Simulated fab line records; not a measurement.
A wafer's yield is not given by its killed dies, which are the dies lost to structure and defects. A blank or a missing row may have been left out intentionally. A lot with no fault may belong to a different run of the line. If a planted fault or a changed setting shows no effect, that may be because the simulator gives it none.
Chamber matching	flow gf180mcu	GF_V4_CMP_26 on cmp-02: 4 sister chambers
The step polishes, stops on SiO2, t overpolish 15 s, target thk 0 nm. 14 wafers are shown with their chamber, then 7 later ones without.

WAFERS, EACH WITH ITS CHAMBER
wafer	chamber	motor-current-A (A)	retaining-ring-pressure-frac	overpolish-run-s (s)
L455.3	3	10.9	0.996	15.015
L455.5	1	12.2	1.007	14.981
L455.6	2	10.5	1.003	14.987
L461.4	1	12.4	1.006	15.004
L461.5	2	10.5	1.000	15.005
L461.6	3	10.5	1.000	14.996
L463.1	1	13.0	1.002	14.992
L463.2	2	10.6	0.997	14.989
L463.3	0	11.6	0.995	15.008
L464.3	1	12.5	1.001	14.998
L464.4	0	10.9	0.991	14.999
L464.6	3	10.1	0.999	15.001
L465.2	1	11.8	1.006	14.992
L465.3	0	11.0	1.001	15.014

SIGNATURES (averages over the wafers above)
reading	chamber 0	chamber 1	chamber 2	chamber 3	scatter within a chamber
motor-current-A	11.167	12.380	10.533	10.500	0.372
retaining-ring-pressure-frac	0.99567	1.00440	1.00000	0.99833	0.00326
overpolish-run-s	15.00700	14.99340	14.99367	15.00400	0.00891
Rule: a wafer lies at a distance from a chamber equal to the root of the sum of squares, over the readings, of (its reading less the chamber's mean, divided by the reading's scatter). The wafer belongs to the nearest chamber; if the next one is less than 2 further off, it can't be placed. The scatter: the root of (the sum of the squares of (reading less its chamber's mean) over the shown wafers, divided by (wafers less chambers)).

WAFERS MISSING THEIR CHAMBER
wafer	motor-current-A (A)	retaining-ring-pressure-frac	overpolish-run-s (s)
L465.4	10.8	1.002	15.007
L466.2	12.1	1.001	15.005
L466.4	10.3	1.001	15.004
L466.5	13.1	1.004	15.009
L477.1	10.7	1.003	14.991
L477.2	12.5	1.002	14.990
L477.6	10.4	0.998	15.002

CHAMBER TAKEN BY EACH
wafer	from the rows above	in truth
L465.4	can't be placed: 3 or 2 or 0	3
L466.2	can't be placed: 1 or 0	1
L466.4	can't be placed: 3 or 2 or 0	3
L466.5	1	1
L477.1	can't be placed: 2 or 3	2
L477.2	1	1
L477.6	can't be placed: 3 or 2 or 0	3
Correct placement for 2 of the 7. Cannot be placed on the basis of these rows: 5; the candidates contain the true chamber in 5. Placed wrongly: 0.
